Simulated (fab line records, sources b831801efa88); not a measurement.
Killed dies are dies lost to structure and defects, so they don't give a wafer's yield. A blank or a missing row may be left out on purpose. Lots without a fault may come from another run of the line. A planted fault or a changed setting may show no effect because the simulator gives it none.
Chamber matching | flow gf180mcu | GF_CONTACT_CMP_04 on cmp-02: 4 sister chambers
The step polishes SiO2. 4 wafers are shown with their chamber, then 8 later ones without.

WAFERS WITH THEIR CHAMBER
wafer  | chamber | motor_current_A (A)
L292.6 | 3       | 10.0
L295.2 | 2       | 11.3
L295.3 | 0       | 12.1
L300.2 | 1       | 12.8

WAFERS WITHOUT THEIR CHAMBER
wafer  | motor_current_A (A)
L300.3 | 11.9
L300.4 | 11.2
L302.3 | 11.4
L302.5 | 11.9
L302.6 | 10.8
L303.2 | 10.7
L303.4 | 13.5
L303.5 | 11.5

WHICH CHAMBER EACH WENT THROUGH
wafer  | from the rows above          | in truth
L300.3 | can't be placed: 0 or 2 or 1 | 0
L300.4 | 2                            | 2
L302.3 | can't be placed: 2 or 0      | 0
L302.5 | can't be placed: 0 or 2 or 1 | 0
L302.6 | can't be placed: 2 or 3      | 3
L303.2 | can't be placed: 2 or 3      | 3
L303.4 | can't be placed: 1 or 0      | 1
L303.5 | can't be placed: 2 or 0      | 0
Placed correctly: 1 of 8. Can't be placed from these rows: 7 (the true chamber is among the candidates in 7). Placed wrongly: 0.
How it was worked out, from the rows above alone: a wafer's distance from a chamber is the root of the sum, over the readings, of the square of ((its reading less the chamber's mean) divided by the reading's scatter). The wafer belongs to the nearest chamber; if the next one is less than 2 further off, it can't be placed. A chamber's mean is the mean of its shown wafers. The scatter: with one shown wafer a chamber, the root of the mean of the squares of how far each hidden wafer lies from its nearest shown one.
